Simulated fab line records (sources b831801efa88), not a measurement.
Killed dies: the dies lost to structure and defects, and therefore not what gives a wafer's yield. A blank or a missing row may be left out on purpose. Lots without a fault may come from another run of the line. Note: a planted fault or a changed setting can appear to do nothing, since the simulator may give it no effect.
8D (eight disciplines) problem report, filled in by code | flow sky130 | the parts of the form that need people (team, actions taken, sign-off) are left out

1. WHAT IS WRONG
Wafers without a fault read 3000.1 rpm, standard deviation 2.2; spin speed rpm at SKY_VIA2_COAT_06 reads a mean of 2664.0 rpm on 6 wafers belonging to 2 lots. So: -99 or more standard deviations from the usual mean.
The step: resist thk 60 nm.
First seen on wafer L696.4, day 38 13:20, on litho track-01. The record has a number at this step for 27 wafers belonging to 9 lots. The rule behind "out" and "out of limits": a value lying over 4 standard deviations away from the usual mean. The rest of the wafers with a number are treated as sound.

2. WHAT IT IS AND WHAT IT IS NOT
question                    | is                     | is not
which readings at this step | spin speed rpm         | -
which lots                  | L696, L698             | L688, L705, L706, L707, L709, L710, L711
which wafers of those lots  | all that have a number | -
read on which tools         | litho track-01         | litho track-02
when                        | from day 38 13:20      | up to then (3 sound wafers); but 18 sound wafers of L705, L706, L707, L709, L710, L711 came after

3. WHAT RULES OUT EACH SUSPECT
Counting: a tool at a process step up to the reading stays a suspect if it ran every lot that is out and no sound lot after the first of them.
- litho track-01 at SKY_VIA2_COAT_06 (resist thk 60 nm): ruled out as a lasting fault. After its first lot that is out, L696 (day 38 13:20), sound lots L709, L710 ran on it.
Left after counting: nothing in the record.

4. THE CAUSE (what the simulator had put in)
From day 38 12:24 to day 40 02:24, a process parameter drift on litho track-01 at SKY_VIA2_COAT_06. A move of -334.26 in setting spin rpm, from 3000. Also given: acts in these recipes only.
Counting ruled it out, wrongly.

5. THE CHAIN OF EFFECTS, in route order
Rows list readings where the struck wafers' mean (over those with a number) sits beyond 3 standard deviations from the usual. Scope: only readings with a usual standard deviation given in the record; hours: median across lots of the time from each lot's start at the first step in this table that gives one to its start at this step; sigmas: change in usual standard deviations.
hours | step             | reading        | usual      | on struck wafers | change | sigmas
0     | SKY_VIA2_COAT_06 | spin speed rpm | 3000.1 rpm | 2664.0           | -336.1 | -99 or more
13    | SKY_VIA2_ETCH_14 | oes product au | 0.855 a.u. | 0.884            | +0.029 | +6.2
Here are the process steps it includes:
- SKY_VIA2_COAT_06: resist thk 60 nm.
- SKY_VIA2_ETCH_14: etches BARC in N2/H2, stops on SiO2, time 45.9 s, target depth 60 nm.

6. HOW IT WOULD HAVE BEEN CAUGHT EARLIER
In this record the first reading out of limits was taken at day 38 13:20, 1 hour after the fault began at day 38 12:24.
